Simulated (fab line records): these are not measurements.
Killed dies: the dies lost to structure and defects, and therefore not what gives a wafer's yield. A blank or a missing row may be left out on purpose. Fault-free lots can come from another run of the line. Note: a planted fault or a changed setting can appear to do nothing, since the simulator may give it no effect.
Tool commonality check	flow sky130	12 lots, 34 wafers sampled

## WHY IT WAS OPENED
Of 12 lots, 3 have the reading LDD_HVN_TW flagged at SKY_LDD_HVN_TW_MEAS_10. Wafers without a fault read 1432, standard deviation 7.4.
Rule: a lot is flagged when every wafer of it that has a number lies more than 4 standard deviations from that mean, or none has a number. The rest of the lots are taken to be sound.

lot	measured	on	LDD_HVN_TW, wafer by wafer	flag
L155	day 20 02:53	film-metro-04	1424 1421 1420	
L157	day 21 01:13	film-metro-04	1435 1433 1428	
L158	day 21 05:23	film-metro-04	1438 1433 1428	
L159	day 22 03:28	film-metro-04	1421 1423 1416	
L161	day 22 20:38	film-metro-02	1434 1437 1436	
L163	day 23 10:39	film-metro-02	1478 1480	FLAGGED
L164	day 23 16:55	film-metro-02	1472 1479	FLAGGED
L166	day 24 10:13	film-metro-02	1471 1464 1463	FLAGGED
L172	day 26 15:46	film-metro-01	1437 1442 1432	
L175	day 27 12:31	film-metro-02	1437 1427 1435	
L176	day 28 00:11	film-metro-02	1433 1432 1424	
L178	day 29 03:34	film-metro-01	1438 1437 1451	
The mean of the flagged lots' numbers is 1472, +40 from the usual (+5 standard deviations).

## LOT BY LOT: THE TOOL USED
2 process steps preceding the reading are held in the record, out of 708 steps in the route. Each cell gives the tool, then ch followed by the chambers the sampled wafers passed through, then the start.
lot	flag	SKY_VT_ADJUST_LVTN_STRIP_09	SKY_LDD_HVN_IMPLANT_08
L155		plasma-asher-02 ch 0,1, day 6 18:52	implanter-02 ch 0, day 20 02:38
L157		plasma-asher-02 ch 0,1, day 7 13:25	implanter-03 ch 0, day 21 00:58
L158		plasma-asher-01 ch 0, day 7 16:05	implanter-01 ch 0, day 21 05:09
L159		plasma-asher-01 ch 0,1, day 8 02:35	implanter-02 ch 0, day 22 03:13
L161		plasma-asher-04 ch 0,1, day 8 14:52	implanter-01 ch 0, day 22 20:25
L163	FLAGGED	plasma-asher-04 ch 0, day 9 03:42	implanter-01 ch 0, day 23 10:26
L164	FLAGGED	plasma-asher-04 ch 1, day 9 06:52	implanter-01 ch 0, day 23 16:40
L166	FLAGGED	plasma-asher-02 ch 0,1, day 9 21:31	implanter-01 ch 0, day 24 09:58
L172		plasma-asher-02 ch 0,1, day 11 15:46	implanter-03 ch 0, day 26 15:31
L175		plasma-asher-02 ch 0,1, day 12 07:53	implanter-02 ch 0, day 27 12:16
L176		plasma-asher-02 ch 0,1, day 12 13:54	implanter-02 ch 0, day 27 23:58
L178		plasma-asher-01 ch 0,1, day 13 17:10	implanter-03 ch 0, day 29 03:19
These steps, and what they do:
- SKY_VT_ADJUST_LVTN_STRIP_09: strips in O2/N2.
- SKY_LDD_HVN_IMPLANT_08
- SKY_LDD_HVN_TW_MEAS_10

## FLAGGED OVER TOTAL, TOOL BY TOOL (the gauges that took the reading come last)
step	tool	lots run	flagged	share of the flagged lots	sound lots run after its first flagged lot
SKY_VT_ADJUST_LVTN_STRIP_09	plasma-asher-01	3	0	none	-
SKY_VT_ADJUST_LVTN_STRIP_09	plasma-asher-02	6	1	some	3 (L172,L175,L176)
SKY_VT_ADJUST_LVTN_STRIP_09	plasma-asher-04	3	2	some	0
SKY_LDD_HVN_IMPLANT_08	implanter-01	5	3	all	0
SKY_LDD_HVN_IMPLANT_08	implanter-02	4	0	none	-
SKY_LDD_HVN_IMPLANT_08	implanter-03	3	0	none	-
SKY_LDD_HVN_TW_MEAS_10	film-metro-01	2	0	none	-
SKY_LDD_HVN_TW_MEAS_10	film-metro-02	6	3	all	2 (L175,L176)
SKY_LDD_HVN_TW_MEAS_10	film-metro-04	4	0	none	-

## THE TABLE: WHAT IT ALLOWS
implanter-01 at SKY_LDD_HVN_IMPLANT_08 and film-metro-02 at SKY_LDD_HVN_TW_MEAS_10 are the 2 rows of the table that ran each flagged lot.
- implanter-01 at SKY_LDD_HVN_IMPLANT_08: 3 of its 5 lots flagged. Its last sound lot is L161 (day 22 20:25), its first flagged lot L163 (day 23 10:26): a fault that began between those two fits. Its own readings (beam-on-s) fall more than 4 standard deviations out on all wafers of the flagged lots.
- film-metro-02 at SKY_LDD_HVN_TW_MEAS_10: 3 of its 6 lots flagged. Sound lots ran on it after the first flagged one (L175, L176), which a lasting fault on the whole tool wouldn't allow.
One tool is left: implanter-01 at SKY_LDD_HVN_IMPLANT_08.

## WHAT THE SIMULATOR PUT IN
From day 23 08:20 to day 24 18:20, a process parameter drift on implanter-01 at SKY_LDD_HVN_IMPLANT_08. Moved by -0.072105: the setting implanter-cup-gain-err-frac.
Struck lots among those shown: L163, L164, L166. Same finding as the rule above.
